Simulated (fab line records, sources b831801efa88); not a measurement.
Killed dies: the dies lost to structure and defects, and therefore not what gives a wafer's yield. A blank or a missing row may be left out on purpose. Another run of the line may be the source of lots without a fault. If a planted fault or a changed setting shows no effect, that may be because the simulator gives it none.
A lot that was struck, set against a sound lot | flow sky130 | 45 out of 708 route steps
Sound: these wafers, L587.1, L587.4, L587.6. Struck: wafers L595.2, L595.3, L595.6. The cause is given at the end.
Per side, at each step with rows, come the tool, then ch with its chambers, and then its first start. Under that, the readings that differ: sound wafers | struck wafers | difference of the means | sigmas: that difference in standard deviations of wafers without a fault.
alike: words and numbers the same on both sides, and readings whose means are apart by under 2 such deviations; not compared: readings that were withheld, readings missing a value for some wafer, numbers with overlapping values and no deviation given by the record, and bounds like >300 which may hide the same value.
A row with sigmas, a row that says differs or no value, or rows on one side alone: a step with any of these is where the two part. When numbers do not overlap yet have no deviation, they are printed without sigmas and do not part them. A reading missing from all wafers of one side parts the sides only when that side holds two or more wafers.

first, 6 steps without rows for these wafers: SKY_VT_ADJUST_LVTN_HMDS_12 (prime time 60 s); SKY_VT_ADJUST_LVTN_COAT_13 (resist thk 1140 nm); SKY_VT_ADJUST_LVTN_SOFTBAKE_14 (time 60 s); SKY_VT_ADJUST_LVTN_EXPOSE_15 (exposes mask HVN STD DERIVED, target cd 600 nm); SKY_VT_ADJUST_LVTN_PEB_16; SKY_VT_ADJUST_LVTN_DEVELOP_17 (develop time 57.72 s).
SKY_VT_ADJUST_LVTN_OVL_MEAS_18:
  sound on overlay-02 at day 8 21:19; struck on overlay-01 at day 11 07:29
  alike: VT_ADJUST_LVTN_01_OVL
then, 1 step without rows for these wafers: SKY_VT_ADJUST_LVTN_IMPLANT_19.
SKY_VT_ADJUST_LVTN_STRIP_20: strips in O2/N2.
  sound on plasma_asher-04 ch 0,1, day 8 21:31; struck on plasma_asher-04 ch 0,1, day 11 07:40
  alike: drypump_motor_current_A, n2_flow_sccm, oes_product_au, strip_time_to_endpoint_s
  not compared: rf_hours_counter_h
SKY_VT_ADJUST_LVTN_TW_MEAS_21:
  sound on film_metro-02 at day 8 21:37; struck on film_metro-04 at day 11 07:47
  alike: VT_ADJUST_LVTN_2_TW
then, 2 steps without rows for these wafers: SKY_VT_ADJUST_NCORE_DEHYDRATE_00 (time 60 s); SKY_VT_ADJUST_NCORE_HMDS_01 (prime time 60 s).
SKY_VT_ADJUST_NCORE_COAT_02: resist thk 1154 nm.
  sound on litho_track-01 ch 0, day 9 08:25; struck on litho_track-01, day 11 19:42
  no value came back on the struck wafers for chill_plate_temp_C (C), dispense_pressure_kPa (kPa); on the sound wafers chill_plate_temp_C (C) reads 22.92 22.93 22.74
then, 4 steps without rows for these wafers: SKY_VT_ADJUST_NCORE_SOFTBAKE_03 (time 60 s); SKY_VT_ADJUST_NCORE_EXPOSE_04 (exposes mask LVTN COMPLEMENT THIN, target cd 380 nm); SKY_VT_ADJUST_NCORE_PEB_05; SKY_VT_ADJUST_NCORE_DEVELOP_06 (develop time 60 s).
SKY_VT_ADJUST_NCORE_CD_MEAS_07 targets a cd of 380 nm.
  sound on cd_sem-01 at day 9 18:58; struck on cd_sem-02 at day 12 07:35
  reading    | sound             | struck | difference                    | sigmas
  cd_nm (nm) | 382.0 382.9 382.4 | - - -  | no value on the struck wafers |
SKY_VT_ADJUST_NCORE_OVL_MEAS_08:
  sound on overlay-01 at day 9 19:05; struck on overlay-02 at day 12 07:42
  reading                  | sound         | struck | difference                    | sigmas
  VT_ADJUST_NCORE_OVL (nm) | 1.7 -1.1 -0.2 | - - -  | no value on the struck wafers |
then, 1 step without rows for these wafers: SKY_VT_ADJUST_NCORE_IMPLANT_09.
SKY_VT_ADJUST_NCORE_STRIP_10: strips in O2/N2.
  sound on plasma_asher-03 ch 0,1, day 9 19:17; struck on plasma_asher-04 ch 0,1, day 12 08:02
  no value came back on the struck wafers for oes_product_au (a.u.), strip_time_to_endpoint_s (s); on the sound wafers oes_product_au (a.u.) reads 0.716 0.708 0.714
  alike: drypump_motor_current_A, n2_flow_sccm
  not compared: rf_hours_counter_h
SKY_VT_ADJUST_NCORE_TW_MEAS_11:
  sound on film_metro-01 at day 9 19:23; struck on film_metro-03 at day 12 08:08
  reading            | sound             | struck            | difference | sigmas
  VT_ADJUST_NCORE_TW | 215.5 215.5 215.8 | 217.5 217.6 219.1 | +2.5       | +2
then, 7 steps without rows for these wafers: SKY_VT_ADJUST_HVTR_DEHYDRATE_00 (time 60 s); SKY_VT_ADJUST_HVTR_HMDS_01 (prime time 60 s); SKY_VT_ADJUST_HVTR_COAT_02 (resist thk 1140 nm); SKY_VT_ADJUST_HVTR_SOFTBAKE_03 (time 60 s); SKY_VT_ADJUST_HVTR_EXPOSE_04 (exposes mask HVTRM, target cd 380 nm); SKY_VT_ADJUST_HVTR_PEB_05; SKY_VT_ADJUST_HVTR_DEVELOP_06 (develop time 60 s).
SKY_VT_ADJUST_HVTR_CD_MEAS_07 targets a cd of 380 nm.
  sound on cd_sem-02 at day 10 17:40; struck on cd_sem-02 at day 13 07:44
  alike: cd_nm
SKY_VT_ADJUST_HVTR_OVL_MEAS_08:
  sound on overlay-02 at day 10 17:47; struck on overlay-01 at day 13 07:51
  alike: VT_ADJUST_HVTR_OVL
then, 1 step without rows for these wafers: SKY_VT_ADJUST_HVTR_IMPLANT_09.
SKY_VT_ADJUST_HVTR_STRIP_10: strips in O2/N2.
  sound on plasma_asher-02 ch 0,1, day 10 17:58; struck on plasma_asher-02 ch 0,1, day 13 08:02
  alike: drypump_motor_current_A, n2_flow_sccm, oes_product_au, strip_time_to_endpoint_s
  not compared: rf_hours_counter_h
SKY_VT_ADJUST_HVTR_TW_MEAS_11:
  sound on film_metro-04 at day 10 18:04; struck on film_metro-02 at day 13 08:08
  reading           | sound             | struck            | difference | sigmas
  VT_ADJUST_HVTR_TW | 208.9 210.0 208.5 | 257.5 259.9 259.4 | +49.8      | +50
then, 7 steps without rows for these wafers: SKY_VT_ADJUST_PCH_DEHYDRATE_00 (time 60 s); SKY_VT_ADJUST_PCH_HMDS_01 (prime time 60 s); SKY_VT_ADJUST_PCH_COAT_02 (resist thk 3000 nm); SKY_VT_ADJUST_PCH_SOFTBAKE_03; SKY_VT_ADJUST_PCH_EXPOSE_04 (exposes mask NWM, target cd 840 nm); SKY_VT_ADJUST_PCH_PEB_05; SKY_VT_ADJUST_PCH_DEVELOP_06 (develop time 60 s).
SKY_VT_ADJUST_PCH_OVL_MEAS_07:
  sound on overlay-02 at day 11 16:43; struck on overlay-02 at day 14 09:50
  alike: VT_ADJUST_PCH_OVL
SKY_VT_ADJUST_PCH_TW_MEAS_10:
  sound on film_metro-03 at day 11 17:01; struck on film_metro-01 at day 14 10:07
  reading          | sound             | struck            | difference | sigmas
  VT_ADJUST_PCH_TW | 141.0 141.1 141.1 | 228.6 228.7 227.9 | +87.3      | +94
SKY_SONOS_TUNNEL_TW_MEAS_12:
  sound on film_metro-04 at day 12 17:09; struck on film_metro-02 at day 15 12:42
  reading         | sound             | struck            | difference | sigmas
  SONOS_TUNNEL_TW | 194.1 194.4 193.3 | 251.7 251.0 251.8 | +57.6      | +58
-- here the record skips 34 days between the struck wafers' starts before and after, leaving off in module SONOS_TUNNEL and picking up in module PAD_OPEN (first step shown: number 708 of the route) --
SKY_PAD_OPEN_PROBE_99:
  the record has rows for the struck wafers here (prober-01, day 49 04:56) and none for the sound ones

## WHERE THEY PART
At SKY_VT_ADJUST_NCORE_COAT_02 first; at SKY_PAD_OPEN_PROBE_99 last (within this record only).

WHY: what the simulator had put in
At SKY_VT_ADJUST_NCORE_COAT_02, the step was skipped entirely on litho_track-01 from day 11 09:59 on. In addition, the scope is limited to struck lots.
